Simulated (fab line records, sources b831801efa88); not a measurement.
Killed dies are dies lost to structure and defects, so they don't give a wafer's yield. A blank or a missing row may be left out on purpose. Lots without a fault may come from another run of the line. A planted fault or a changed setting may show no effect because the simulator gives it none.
Split-lot experiment | flow sky130 | 5 lots, 23 wafers read, on a route of 708 steps

THE SPLIT
At SKY_LOCAL_INTERCONNECT_EXPOSE_08 (exposes mask LI1M, target cd 170 nm), the setting dose_mj was moved away from the recipe's 28 on 9 of the 23 wafers read, by +4.9% to +6.5%. The other wafers ran this setting at the recipe's value.

FROM THE SPLIT TO THE READING: what the file shows between them, 2 steps
- SKY_LOCAL_INTERCONNECT_PEB_09
- SKY_LOCAL_INTERCONNECT_DEVELOP_10: develop time 60 s

THE READING
cd_nm, in nm, at SKY_LOCAL_INTERCONNECT_CD_MEAS_11 (target cd 170 nm). Fault-free wafers of this fab line usually give 170.6 nm, standard deviation 1.4 nm.

wafer  | tool, chamber at the split | dose_mj as run | against the recipe | cd_nm, nm | against lot-mates on the recipe
L074.1 | krf_scanner-02, 0          | 29.49          | +5.3%              | 158.4     | -9.9
L074.3 | krf_scanner-02, 0          | 28             | recipe             | 168.3     | -
L074.4 | krf_scanner-02, 0          | 28             | recipe             | 168.2     | -
L074.5 | krf_scanner-02, 0          | 29.49          | +5.3%              | 158.2     | -10.1
L074.6 | krf_scanner-02, 0          | 28             | recipe             | 168.3     | -
L075.1 | krf_scanner-02, 0          | 28             | recipe             | 171.2     | -
L075.3 | krf_scanner-02, 0          | 29.67          | +6.0%              | 160.5     | -10.6
L075.4 | krf_scanner-02, 0          | 29.67          | +6.0%              | 159.9     | -11.2
L075.5 | krf_scanner-02, 0          | 28             | recipe             | 171.1     | -
L075.6 | krf_scanner-02, 0          | 29.67          | +6.0%              | 160.4     | -10.7
L078.2 | krf_scanner-02, 0          | 28             | recipe             | 170.7     | -
L078.3 | krf_scanner-02, 0          | 28             | recipe             | 171.3     | -
L078.4 | krf_scanner-02, 0          | 28             | recipe             | 170.4     | -
L078.5 | krf_scanner-02, 0          | 29.83          | +6.5%              | 157.8     | -13.0
L078.6 | krf_scanner-02, 0          | 29.83          | +6.5%              | 157.1     | -13.7
L079.1 | krf_scanner-02, 0          | 28             | recipe             | 169.0     | -
L079.2 | krf_scanner-02, 0          | 28             | recipe             | 170.3     | -
L079.3 | krf_scanner-02, 0          | 28             | recipe             | 169.5     | -
L081.2 | krf_scanner-01, 0          | 29.38          | +4.9%              | 161.4     | -10.0
L081.3 | krf_scanner-01, 0          | 28             | recipe             | 171.5     | -
L081.4 | krf_scanner-01, 0          | 28             | recipe             | 171.3     | -
L081.5 | krf_scanner-01, 0          | 28             | recipe             | 171.3     | -
L081.6 | krf_scanner-01, 0          | 29.38          | +4.9%              | 161.5     | -9.9

THE FIT
A straight line over all 23 wafers: cd_nm changes by -1.87 nm for each +1% of dose_mj; r = -0.97; the points scatter about the line by 1.3 nm.
The same after taking each lot's own level away (the mean of its wafers on the recipe; 23 wafers): -1.93 nm for each +1%; r = -1.00; scatter 0.47 nm.
On that fit, the largest move of dose_mj shifts the reading by 13 nm.
The lots' own levels span 168.27 to 171.37 nm, that is 2.2 times the standard deviation above.
So the lot-to-lot level changes the slope little: the two slopes agree.
Check: with one of the wafers moved furthest among these (+6.5%) left out of the fit, the line predicts -12.5 nm for it against its lot-mates. It came out at -13 nm against them.

OTHER SPLITS ON THESE WAFERS
These wafers also went through other splits before the reading. Each is held against what the fit with the lots' levels taken away leaves over:
other split on the same wafers   | wafers away from the commonest value | r with cd_nm (lot level and that fit taken away)
SKY_SD_N_IMPLANT_09 energy_kev   | 10                                   | +0.03
SKY_LI_CONTACT_HDPCVD_00 time_s  | 6                                    | +0.33
SKY_LI_CONTACT_SPUTTER_19 time_s | 11                                   | +0.26
SKY_LI_CONTACT_SPUTTER_20 time_s | 5                                    | -0.37

THE WHOLE CHAIN: every reading that the file lists as answering this split, in the file's order
step                              | what it does                                                         | reading                                                                   | change (the file's fit)              | r (the file's)
SKY_LOCAL_INTERCONNECT_CD_MEAS_11 | target cd 170 nm                                                     | cd_nm                                                                     | -1.94 nm for each +1% of the setting | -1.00
SKY_LOCAL_INTERCONNECT_ETCH_13    | etches BARC in N2/H2, stops on SiO2, time 45.9 s, target depth 60 nm | LOCAL_INTERCONNECT.cd_nm (the simulator's own value, which no gauge read) | -1.89 nm for each +1% of the setting | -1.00

THE FILE'S OWN FIT
cd_nm changes by -1.94 nm for each +1% of dose_mj, r = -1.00.
